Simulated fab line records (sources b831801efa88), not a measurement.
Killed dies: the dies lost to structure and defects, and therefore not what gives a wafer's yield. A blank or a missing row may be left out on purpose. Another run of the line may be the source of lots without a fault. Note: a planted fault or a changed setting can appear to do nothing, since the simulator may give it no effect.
Tool commonality check :: flow sky130 :: 12 lots, 35 wafers sampled

== WHAT PROMPTED THE OPENING ==
At SKY_POLY_GATE_THK_MEAS_21 the reading POLY_GATE_OXIDATION_THK is flagged on 3 of 12 lots. No-fault wafers: 3.95 nm, standard deviation 0.092.
Rule: a lot is flagged in two cases, either no wafer of it has a number, or all its wafers with numbers fall more than 4 standard deviations from that mean. All remaining lots are regarded as sound.

lot: L642
measured: day 16 06:51
on: film-metro-02
POLY_GATE_OXIDATION_THK (nm), wafer by wafer: 6.71 6.55 6.45
flag: FLAGGED

lot: L643
measured: day 16 17:39
on: film-metro-03
POLY_GATE_OXIDATION_THK (nm), wafer by wafer: 4.03 3.96 4.03
flag: 

lot: L648
measured: day 19 12:22
on: film-metro-02
POLY_GATE_OXIDATION_THK (nm), wafer by wafer: 4.01 3.90 3.93
flag: 

lot: L649
measured: day 19 12:35
on: film-metro-03
POLY_GATE_OXIDATION_THK (nm), wafer by wafer: 6.39 6.50 6.42
flag: FLAGGED

lot: L651
measured: day 19 19:23
on: film-metro-02
POLY_GATE_OXIDATION_THK (nm), wafer by wafer: 6.38 6.35 6.32
flag: FLAGGED

lot: L658
measured: day 22 03:45
on: film-metro-01
POLY_GATE_OXIDATION_THK (nm), wafer by wafer: 3.91 3.92 4.01
flag: 

lot: L659
measured: day 22 15:35
on: film-metro-02
POLY_GATE_OXIDATION_THK (nm), wafer by wafer: 3.91 3.96
flag: 

lot: L660
measured: day 23 18:00
on: film-metro-02
POLY_GATE_OXIDATION_THK (nm), wafer by wafer: 3.93 3.88 3.87
flag: 

lot: L661
measured: day 24 04:29
on: film-metro-02
POLY_GATE_OXIDATION_THK (nm), wafer by wafer: 4.07 4.13 4.05
flag: 

lot: L663
measured: day 24 05:58
on: film-metro-02
POLY_GATE_OXIDATION_THK (nm), wafer by wafer: 4.05 3.93 3.94
flag: 

lot: L662
measured: day 24 06:49
on: film-metro-01
POLY_GATE_OXIDATION_THK (nm), wafer by wafer: 3.86 3.85 3.89
flag: 

lot: L664
measured: day 24 10:24
on: film-metro-01
POLY_GATE_OXIDATION_THK (nm), wafer by wafer: 3.78 3.92 3.88
flag: 
The numbers of the flagged lots are 6.45 nm on average: +2.50 nm against the usual, or +27 standard deviations.

== TOOL THAT RAN EACH LOT ==
Before the reading, the record contains 3 process steps out of a 708-step route. Cell contents, in order: the tool; ch with the chambers the sampled wafers went through; the start.
lot: L642
flag: FLAGGED
SKY_NWELL_STRIP_25: plasma-asher-02 ch 0,1, day 5 03:17
SKY_SONOS_ONO_ETCH_15: rie-diel-01 ch 1,3, day 12 06:57
SKY_POLY_GATE_OXIDATION_20: furnace-02 ch 0, day 16 02:50

lot: L643
flag: 
SKY_NWELL_STRIP_25: plasma-asher-01 ch 0,1, day 5 16:09
SKY_SONOS_ONO_ETCH_15: rie-diel-03 ch 0,1, day 12 22:44
SKY_POLY_GATE_OXIDATION_20: furnace-01 ch 0, day 16 16:23

lot: L648
flag: 
SKY_NWELL_STRIP_25: plasma-asher-02 ch 0,1, day 7 07:07
SKY_SONOS_ONO_ETCH_15: rie-diel-02 ch 1,2,3, day 15 06:56
SKY_POLY_GATE_OXIDATION_20: furnace-01 ch 0, day 19 11:07

lot: L649
flag: FLAGGED
SKY_NWELL_STRIP_25: plasma-asher-04 ch 0,1, day 7 07:14
SKY_SONOS_ONO_ETCH_15: rie-diel-03 ch 0,3, day 15 07:03
SKY_POLY_GATE_OXIDATION_20: furnace-01 ch 0, day 19 09:52 and furnace-02 ch 0, day 19 11:17

lot: L651
flag: FLAGGED
SKY_NWELL_STRIP_25: plasma-asher-01 ch 0,1, day 7 12:52
SKY_SONOS_ONO_ETCH_15: rie-diel-01 ch 1,3, day 15 14:18
SKY_POLY_GATE_OXIDATION_20: furnace-02 ch 0, day 19 16:09 and furnace-01 ch 0, day 19 18:08

lot: L658
flag: 
SKY_NWELL_STRIP_25: plasma-asher-02 ch 0,1, day 9 06:15
SKY_SONOS_ONO_ETCH_15: rie-diel-02 ch 0,1,3, day 17 23:48
SKY_POLY_GATE_OXIDATION_20: furnace-01 ch 0, day 22 02:28

lot: L659
flag: 
SKY_NWELL_STRIP_25: plasma-asher-04 ch 0,1, day 9 13:27
SKY_SONOS_ONO_ETCH_15: rie-diel-03 ch 0, day 18 08:23
SKY_POLY_GATE_OXIDATION_20: furnace-01 ch 0, day 22 14:18

lot: L660
flag: 
SKY_NWELL_STRIP_25: plasma-asher-01 ch 0,1, day 10 12:46
SKY_SONOS_ONO_ETCH_15: rie-diel-03 ch 0,1, day 19 14:48
SKY_POLY_GATE_OXIDATION_20: furnace-01 ch 0, day 23 16:41

lot: L661
flag: 
SKY_NWELL_STRIP_25: plasma-asher-04 ch 0,1, day 10 18:49
SKY_SONOS_ONO_ETCH_15: rie-diel-02 ch 0,2,3, day 19 23:45
SKY_POLY_GATE_OXIDATION_20: furnace-02 ch 0, day 24 03:14

lot: L663
flag: 
SKY_NWELL_STRIP_25: plasma-asher-04 ch 0, day 10 20:58
SKY_SONOS_ONO_ETCH_15: rie-diel-01 ch 0,1, day 20 02:45
SKY_POLY_GATE_OXIDATION_20: furnace-02 ch 0, day 24 04:43

lot: L662
flag: 
SKY_NWELL_STRIP_25: plasma-asher-02 ch 0,1, day 10 20:29
SKY_SONOS_ONO_ETCH_15: rie-diel-03 ch 0,1,3, day 20 03:24
SKY_POLY_GATE_OXIDATION_20: furnace-01 ch 0, day 24 05:34

lot: L664
flag: 
SKY_NWELL_STRIP_25: plasma-asher-02 ch 0,1, day 10 23:43
SKY_SONOS_ONO_ETCH_15: rie-diel-01 ch 0,1, day 20 05:09
SKY_POLY_GATE_OXIDATION_20: furnace-01 ch 0, day 24 09:08
What is done by these steps:
- SKY_NWELL_STRIP_25: strips in O2/N2.
- SKY_SONOS_ONO_ETCH_15: etches the open film in CHF3/O2, target depth 19.52 nm, time 7.8 s.
- SKY_POLY_GATE_OXIDATION_20: stabilise 600 s, purge 300 s, target thk 4 nm.
- SKY_POLY_GATE_THK_MEAS_21

== FLAGGED OVER TOTAL, TOOL BY TOOL (the gauges that took the reading come last) ==
step: SKY_NWELL_STRIP_25
tool: plasma-asher-01
lots run: 3
flagged: 1
share of the flagged lots: some
sound lots run after its first flagged lot: 1 (L660)

step: SKY_NWELL_STRIP_25
tool: plasma-asher-02
lots run: 5
flagged: 1
share of the flagged lots: some
sound lots run after its first flagged lot: 4 (L648,L658,L662,L664)

step: SKY_NWELL_STRIP_25
tool: plasma-asher-04
lots run: 4
flagged: 1
share of the flagged lots: some
sound lots run after its first flagged lot: 3 (L659,L661,L663)

step: SKY_SONOS_ONO_ETCH_15
tool: rie-diel-01
lots run: 4
flagged: 2
share of the flagged lots: some
sound lots run after its first flagged lot: 2 (L663,L664)

step: SKY_SONOS_ONO_ETCH_15
tool: rie-diel-02
lots run: 3
flagged: 0
share of the flagged lots: none
sound lots run after its first flagged lot: -

step: SKY_SONOS_ONO_ETCH_15
tool: rie-diel-03
lots run: 5
flagged: 1
share of the flagged lots: some
sound lots run after its first flagged lot: 3 (L659,L660,L662)

step: SKY_POLY_GATE_OXIDATION_20
tool: furnace-01
lots run: 9
flagged: 2
share of the flagged lots: some
sound lots run after its first flagged lot: 6 (L648,L658,L659,L660,L662,L664)

step: SKY_POLY_GATE_OXIDATION_20
tool: furnace-02
lots run: 5
flagged: 3
share of the flagged lots: all
sound lots run after its first flagged lot: 2 (L661,L663)

step: SKY_POLY_GATE_THK_MEAS_21
tool: film-metro-01
lots run: 3
flagged: 0
share of the flagged lots: none
sound lots run after its first flagged lot: -

step: SKY_POLY_GATE_THK_MEAS_21
tool: film-metro-02
lots run: 7
flagged: 2
share of the flagged lots: some
sound lots run after its first flagged lot: 5 (L648,L659,L660,L661,L663)

step: SKY_POLY_GATE_THK_MEAS_21
tool: film-metro-03
lots run: 2
flagged: 1
share of the flagged lots: some
sound lots run after its first flagged lot: 0

== WHAT THE TABLE ALLOWS ==
All flagged lots share 1 row of the table, namely furnace-02 at SKY_POLY_GATE_OXIDATION_20.
- furnace-02 at SKY_POLY_GATE_OXIDATION_20: 3 of its 5 lots flagged. Sound lots followed the first flagged one (L661, L663) on it, something a lasting fault affecting the whole tool could not allow.
No row of the table ran every flagged lot and no sound lot after the first.

== WHAT WAS PUT IN BY THE SIMULATOR ==
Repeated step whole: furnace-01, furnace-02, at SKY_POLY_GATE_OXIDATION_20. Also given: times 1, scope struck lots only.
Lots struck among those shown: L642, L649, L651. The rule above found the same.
